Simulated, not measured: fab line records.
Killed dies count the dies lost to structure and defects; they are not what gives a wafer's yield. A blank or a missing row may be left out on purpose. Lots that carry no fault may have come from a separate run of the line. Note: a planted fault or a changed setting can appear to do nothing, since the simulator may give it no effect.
The tool behind it: which one? -- flow sfqLine -- Sampling: 7 lots, 20 wafers, 2 of 325 route steps

WHAT EACH GAUGE READ, for each wafer
SFQ_M6_RS_MEAS_938: measurement is done with a four-point probe.
lot,measured,on,M6_NB_RS (ohm/sq)
L155,day 64 06:47,filmMetro-02,0.907 0.889 0.902
L162,day 65 12:14,filmMetro-02,0.890 0.885 0.904
L164,day 67 01:25,filmMetro-01,0.873 0.896 0.880
L166,day 68 01:12,filmMetro-01,0.877 0.879 0.895
L171,day 69 10:38,filmMetro-03,0.880 0.890 0.907
L173,day 70 01:11,filmMetro-02,0.565 0.562
L175,day 70 08:20,filmMetro-01,0.910 0.892 0.896

EACH LOT AND THE TOOL THAT RAN IT (in order: tool; ch and the chambers of the sampled wafers; start)
lot,SFQ_TRILAYER_M6_DEP_SPUTTER_157
L155,"pvdSputter-05, day 64 06:42"
L162,"pvdSputter-05, day 65 12:06"
L164,"pvdSputter-05, day 67 01:19"
L166,"pvdSputter-05, day 68 01:07"
L171,"pvdSputter-05, day 69 10:31"
L173,"pvdSputter-06, day 70 01:03"
L175,"pvdSputter-04, day 70 08:15"
- SFQ_TRILAYER_M6_DEP_SPUTTER_157: material Nb, target thk 200 nm, time 133.3 s.

THE ANSWER, worked out from the rows above alone
Rule: what is usual is taken from the lots themselves. Put in order of their means at a reading, lots are off if they are a third of the lots or fewer, leave a main group of 4 or more, and stand apart from it by a gap of 3 or more times the standard deviation of the main group's means; of several such gaps the widest counts. If all means in a main group match to the digits the tables above print for the reading, that group is not used. Also off: a lot with no number at a reading for which 4 or more lots have one. All remaining lots with rows at the step are treated as sound.
Off: L173, at SFQ_M6_RS_MEAS_938 (M6_NB_RS). For the main group the mean is 0.892 ohm/sq and the standard deviation 0.0066.
If a tool, at a process step before that reading, ran all the lots that are off and no sound lot after the first of them, it fits. Those tools and the gauges at SFQ_M6_RS_MEAS_938 are tried in the same way. This does not decide it: 2 tools fit, namely pvdSputter-06 at SFQ_TRILAYER_M6_DEP_SPUTTER_157 and filmMetro-02 at SFQ_M6_RS_MEAS_938.

WHAT THE SIMULATOR HAD PUT IN
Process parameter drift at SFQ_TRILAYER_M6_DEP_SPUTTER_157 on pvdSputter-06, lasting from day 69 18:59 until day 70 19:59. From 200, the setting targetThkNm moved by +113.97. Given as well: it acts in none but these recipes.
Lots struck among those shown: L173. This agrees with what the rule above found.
